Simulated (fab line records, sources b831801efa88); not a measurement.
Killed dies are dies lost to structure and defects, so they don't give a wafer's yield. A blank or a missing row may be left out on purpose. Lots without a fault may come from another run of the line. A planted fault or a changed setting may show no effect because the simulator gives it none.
Which tool did it? | flow gf180mcu | 13 lots, 39 wafers sampled, at 5 steps of a route of 602

WHAT THE GAUGES READ, wafer by wafer
GF_STI_THK_MEAS_04. Usual: STI_CVD_03_THK 207.5 nm, standard deviation 2.3.
lot  | measured    | on            | STI_CVD_03_THK (nm) | flag
L199 | day 2 00:52 | film_metro-02 | 205.8 204.9 205.8   |
L200 | day 2 04:35 | film_metro-01 | 213.0 211.3 211.6   |
L202 | day 2 14:34 | film_metro-04 | 210.7 209.5 206.6   |
L203 | day 2 19:34 | film_metro-04 | 206.9 205.3 204.3   |
L204 | day 3 00:34 | film_metro-04 | 204.7 203.9 205.9   |
L205 | day 3 06:00 | film_metro-01 | 205.6 205.0 204.3   |
L207 | day 3 15:34 | film_metro-01 | 206.7 206.4 205.8   |
L208 | day 3 20:47 | film_metro-02 | 212.3 210.1 210.6   |
L209 | day 4 01:35 | film_metro-02 | 208.0 205.3 206.5   |
L210 | day 4 07:28 | film_metro-04 | 212.1 210.1 210.5   |
L218 | day 5 22:34 | film_metro-01 | 208.9 209.4 210.1   |
L219 | day 6 05:35 | film_metro-01 | 210.4 209.9 209.9   |
L220 | day 6 11:17 | film_metro-02 | 211.5 210.3 210.5   |

GF_LVPWELL_TW_MEAS_11. Usual: LVPWELL_TW 569, standard deviation 6.2.
lot  | measured    | on            | LVPWELL_TW  | flag
L199 | day 4 10:10 | film_metro-04 | 559 557 558 |
L200 | day 4 14:35 | film_metro-04 | 563 562 560 |
L202 | day 5 02:43 | film_metro-03 | 568 566 573 |
L203 | day 5 06:28 | film_metro-03 | 570 572 569 |
L204 | day 5 13:25 | film_metro-04 | 563 559 558 |
L205 | day 5 19:13 | film_metro-03 | 572 572 574 |
L207 | day 6 05:07 | film_metro-03 | 570 570 569 |
L208 | day 6 12:31 | film_metro-03 | 570 570 570 |
L209 | day 6 17:51 | film_metro-04 | 559 556 560 |
L210 | day 6 23:21 | film_metro-03 | 570 571 575 |
L218 | day 8 19:43 | film_metro-04 | 560 563 562 |
L219 | day 9 08:48 | film_metro-04 | 558 559 558 |
L220 | day 9 07:52 | film_metro-01 | 571 570 568 |

GF_VT_IMPLANT_OVL_MEAS_18. Usual: VT_IMPLANT_01_OVL -0.1 nm, standard deviation 1.4.
lot  | measured     | on         | VT_IMPLANT_01_OVL (nm) | flag
L199 | day 6 21:44  | overlay-01 | 2.3 -0.1 0.6           |
L200 | day 7 02:11  | overlay-02 | -1.2 -0.5 -2.0         |
L202 | day 7 15:08  | overlay-01 | 1.0 -0.6 0.0           |
L203 | day 7 21:40  | overlay-01 | 0.7 0.3 -1.5           |
L204 | day 8 03:35  | overlay-02 | 1.0 -0.4 0.4           |
L205 | day 8 08:35  | overlay-02 | 1.6 2.2 1.9            |
L207 | day 8 21:20  | overlay-01 | -2.8 -1.4 -1.4         |
L208 | day 9 06:05  | overlay-02 | - - -                  | OFF
L209 | day 9 10:51  | overlay-01 | - - -                  | OFF
L210 | day 9 17:17  | overlay-01 | 0.7 2.5 1.0            |
L218 | day 11 19:02 | overlay-01 | 1.5 0.0 0.6            |
L219 | day 12 08:55 | overlay-01 | 2.2 0.7 -0.6           |
L220 | day 12 07:50 | overlay-01 | 0.0 0.4 0.2            |

GF_VT_IMPLANT_TW_MEAS_21. Usual: VT_IMPLANT_2_TW 1225, standard deviation 15.
lot  | measured     | on            | VT_IMPLANT_2_TW | flag
L199 | day 6 22:01  | film_metro-02 | 1214 1208 1213  |
L200 | day 7 02:29  | film_metro-02 | 1217 1217 1212  |
L202 | day 7 15:25  | film_metro-02 | 1214 1212 1214  |
L203 | day 7 21:58  | film_metro-04 | 1213 1218 1212  |
L204 | day 8 03:52  | film_metro-02 | 1217 1225 1212  |
L205 | day 8 08:52  | film_metro-02 | 1217 1227 1219  |
L207 | day 8 21:37  | film_metro-03 | 1240 1248 1241  |
L208 | day 9 06:22  | film_metro-03 | 31 31 31        | OFF
L209 | day 9 11:09  | film_metro-02 | 30 30 30        | OFF
L210 | day 9 17:34  | film_metro-04 | 1204 1213 1211  |
L218 | day 11 19:19 | film_metro-03 | 1253 1250 1246  |
L219 | day 12 09:13 | film_metro-04 | 1220 1217 1222  |
L220 | day 12 08:07 | film_metro-02 | 1221 1221 1226  |

WHICH TOOL RAN EACH LOT (tool, then ch and the chambers of the sampled wafers, then the start)
lot  | GF_VT_IMPLANT_DEVELOP_17
L199 | litho_track-02 ch 0, day 6 21:36
L200 | litho_track-02 ch 0, day 7 02:04
L202 | litho_track-04 ch 0, day 7 14:59
L203 | litho_track-02 ch 0, day 7 21:31
L204 | litho_track-04 ch 0, day 8 03:26
L205 | litho_track-03 ch 0, day 8 08:26
L207 | litho_track-04 ch 0, day 8 21:11
L208 | litho_track-04 ch 0, day 9 05:56
L209 | litho_track-04 ch 0, day 9 10:45
L210 | litho_track-03 ch 0, day 9 17:08
L218 | litho_track-03 ch 0, day 11 18:53
L219 | litho_track-02 ch 0, day 12 08:46
L220 | litho_track-03 ch 0, day 12 07:41
- GF_VT_IMPLANT_DEVELOP_17: develop time 60 s.

WHAT THE TOOLS THEMSELVES READ (means of the sampled wafers that have a number; where no wafer has one, the mark that the record gives instead)
The record holds no such reading with a usual standard deviation.

THE ANSWER, worked out from the rows above alone
Rule: a lot is off if the mean of its wafers that have a number lies more than 3 standard deviations from the usual mean. A lot without any number at a reading at which 4 lots or more have one is off too. The other lots that the step has rows for count as sound. The gauges are gone through in route order, then the tools' own readings, and for those a lot's mean is taken as printed above. The first step at which some lot is off is used, and at that step the reading that is off furthest; a lot without a number counts as furthest.
Off: L208, L209, at GF_VT_IMPLANT_OVL_MEAS_18 (VT_IMPLANT_01_OVL). Without a number there: L208, L209.
A tool fits if, at a process step before that reading, it ran every lot that is off, and no sound lot after the first of them. The gauges at GF_VT_IMPLANT_OVL_MEAS_18 aren't tried: what is off there is off at GF_VT_IMPLANT_TW_MEAS_21 too, on other tools, and a gauge's error can't cause that. One fits: litho_track-04 at GF_VT_IMPLANT_DEVELOP_17. Its last sound lot is L207 (day 8 21:11), its first lot that is off L208 (day 9 05:56): a fault that began between those two fits.

WHAT THE SIMULATOR HAD PUT IN
Process parameter drift: litho_track-04, from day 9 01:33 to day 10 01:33, at GF_VT_IMPLANT_DEVELOP_17. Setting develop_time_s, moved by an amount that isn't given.
Lots struck among those shown: L208, L209. The rule above found the same.
